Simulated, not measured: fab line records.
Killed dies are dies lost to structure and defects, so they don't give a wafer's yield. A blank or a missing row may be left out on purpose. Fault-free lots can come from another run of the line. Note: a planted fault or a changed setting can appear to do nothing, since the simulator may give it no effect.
A lot that was struck, set against a sound lot || flow sky130 || 15 steps out of a route of 708
Sound: these wafers, L923.1, L923.4, L923.6. Wafers L942.1, L942.4, L942.6 were the ones struck. The cause comes at the end.
Order at every step that has rows: each side's tool, ch and its chambers, its first start. Under that, the readings that differ: sound wafers || struck wafers || difference of the means || sigmas: that difference in standard deviations of wafers without a fault.
alike: a reading whose means differ by less than 2 such deviations, as well as words and numbers matching on both sides. not compared: withheld readings; readings where some wafer has no value; bounds like >300 that might hide an equal value; numbers whose values overlap and for which the record gives no deviation.
The two part at a step that has a row with sigmas, a row that says differs or no value, or rows on one side only. Numbers that don't overlap but have no deviation are shown without sigmas and don't part them. A reading that every wafer of one side lacks parts them only if that side has two wafers or more.

SKY_LDD_LDN_TW_MEAS_13:
  sound: filmMetro-03 at day 22 21:30; struck: filmMetro-04 at day 29 16:18
  alike: LDD_LDN_TW
then, 2 steps without rows for these wafers: SKY_LDD_LDN_CLEAN_14 (cleans in SC1/SC2, time 150 s); SKY_SPACER_CVD_00 (deposits Si3N4 from DCS/NH3, target thk 43.1 nm, time 740 s).
SKY_SPACER_THK_MEAS_01:
  sound: filmMetro-01 at day 22 22:49; struck: filmMetro-02 at day 29 20:29
  alike: SPACER_CVD_00_THK
SKY_SPACER_ETCHBACK_02: etches Si3N4 in CH3F/O2, stops on SiO2, time 46.7 s, target depth 45 nm.
  sound on rieDiel-01 ch 2,3, day 22 22:53; struck on rieDiel-04 ch 0,1, day 29 20:32
  alike: drypumpMotorCurrentA, oesProductAu, rfFwdPowerW, throttleValvePct
  not compared: rfHoursCounterH
then, 7 steps without rows for these wafers: SKY_POLY_CUT_DEHYDRATE_00 (time 60 s); SKY_POLY_CUT_HMDS_01 (prime time 60 s); SKY_POLY_CUT_COAT_02 (resist thk 60 nm); SKY_POLY_CUT_COAT_03 (resist thk 450 nm); SKY_POLY_CUT_SOFTBAKE_04 (time 90 s); SKY_POLY_CUT_EXPOSE_05 (exposes mask NPCM, target cd 270 nm); SKY_POLY_CUT_PEB_06.
SKY_POLY_CUT_DEVELOP_07: develop time 60 s.
  sound on lithoTrack-02 ch 0, day 24 05:00; struck on lithoTrack-01 ch 0, day 31 00:00
{"reading": "developerTempC (C)", "sound": "20.86 21.00 20.94", "struck": "20.14 20.23 20.14", "difference": -0.76, "sigmas": -8}
SKY_POLY_CUT_CD_MEAS_08: target cd 270 nm.
  sound: cdSem-02 at day 24 05:26; struck: cdSem-01 at day 31 00:50
  alike: cdNm
-- here the record skips 19 days between the struck wafers' starts before and after, leaving off in module POLY_CUT and picking up in module PAD_OPEN (first step shown: number 708 of the route) --
SKY_PAD_OPEN_PROBE_99:
  sound: prober-01 at day 45 20:07; struck: prober-02 at day 50 05:33
  alike: killed_at_M0_to_M3, killed_at_M4_up, killedAtContacts, killedAtFrontEnd, killedAtOther, killedDies, killedOpen, killedShort

## WHERE THEY PART
Only at SKY_POLY_CUT_DEVELOP_07, within this record. Later steps at which nothing parts them and some readings are alike: SKY_POLY_CUT_CD_MEAS_08, SKY_PAD_OPEN_PROBE_99.

WHY: whatever the simulator had introduced
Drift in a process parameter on lithoTrack-01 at SKY_POLY_CUT_DEVELOP_07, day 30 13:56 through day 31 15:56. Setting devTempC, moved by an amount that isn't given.
